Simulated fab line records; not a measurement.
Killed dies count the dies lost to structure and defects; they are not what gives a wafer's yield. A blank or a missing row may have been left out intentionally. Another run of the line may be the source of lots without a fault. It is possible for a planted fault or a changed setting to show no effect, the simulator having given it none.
2 desks looking at one fault + flow gf180mcu + numbers are kept per desk, each desk with only its own; the story behind them comes last

== THE METROLOGY DESK ==
What the gauges read, lot by lot, whatever tool the lot ran on: means of the sampled wafers that have a number. The brackets show how far a lot's mean lies from the usual mean; more than 4 standard deviations puts the lot out of limits, marked OUT.
Columns: A = SALICIDE_TIN_THK at GF_SALICIDE_THK_MEAS_05, usual 19.91 nm
| lot  | first seen here | A                |
|------|-----------------|------------------|
| L405 | day 15 01:27    | 19.73            |
| L406 | day 15 07:35    | 20.38            |
| L411 | day 16 20:32    | 18.58 (-4.8) OUT |
| L413 | day 17 13:38    | 18.99            |
| L417 | day 19 10:50    | 19.43            |
| L421 | day 21 10:08    | 20.05            |
| L422 | day 22 06:03    | 19.83            |
| L423 | day 22 06:53    | 20.13            |
| L424 | day 22 21:45    | 19.82            |
| L425 | day 23 04:42    | 19.97            |
| L427 | day 23 14:12    | 19.50            |
| L428 | day 23 15:24    | 20.08            |
This desk finds L411 out of limits, with the earliest case on L411 at day 16 20:32 (SALICIDE_TIN_THK at GF_SALICIDE_THK_MEAS_05). L405, L406, L413, L417, L421, L422, L423, L424, L425, L427, L428: within limits.

== DESK OF THE TOOL OWNER: pvd_sputter-01 ==
The tool's own readings at GF_SALICIDE_SPUTTER_03 (material TiN, target thk 20 nm, time 16.7 s): means of the sampled wafers that have a number, for each lot that ran on this tool. The brackets show how far a lot's mean lies from the usual mean; more than 4 standard deviations puts the lot out of limits, marked OUT.
Columns: A = throttle_valve_pct at GF_SALICIDE_SPUTTER_03, usual 29.8 %
| lot  | first seen here | A    |
|------|-----------------|------|
| L406 | day 15 07:26    | 29.5 |
| L411 | day 16 20:22    | 29.8 |
| L413 | day 17 13:29    | 29.3 |
| L422 | day 22 05:54    | 29.3 |
| L427 | day 23 14:04    | 30.0 |
This desk's finding: nothing out of limits on any of the 5 lots.

== TAKEN TOGETHER ==
L411 would have let the metrology desk raise an alarm at day 16 20:32.
Nothing out of limits was seen by the tool owner's desk.
On record at the tool owner's desk: L411, within its limits.
On pvd_sputter-01, each named lot ran GF_SALICIDE_SPUTTER_03.

== WHAT THE SIMULATOR HAD INSERTED ==
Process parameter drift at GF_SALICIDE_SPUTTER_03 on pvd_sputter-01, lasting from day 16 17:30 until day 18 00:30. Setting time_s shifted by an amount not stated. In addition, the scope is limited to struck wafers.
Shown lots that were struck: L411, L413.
Hours from the fault's start to each desk's first reading out of limits: the metrology desk, 3.
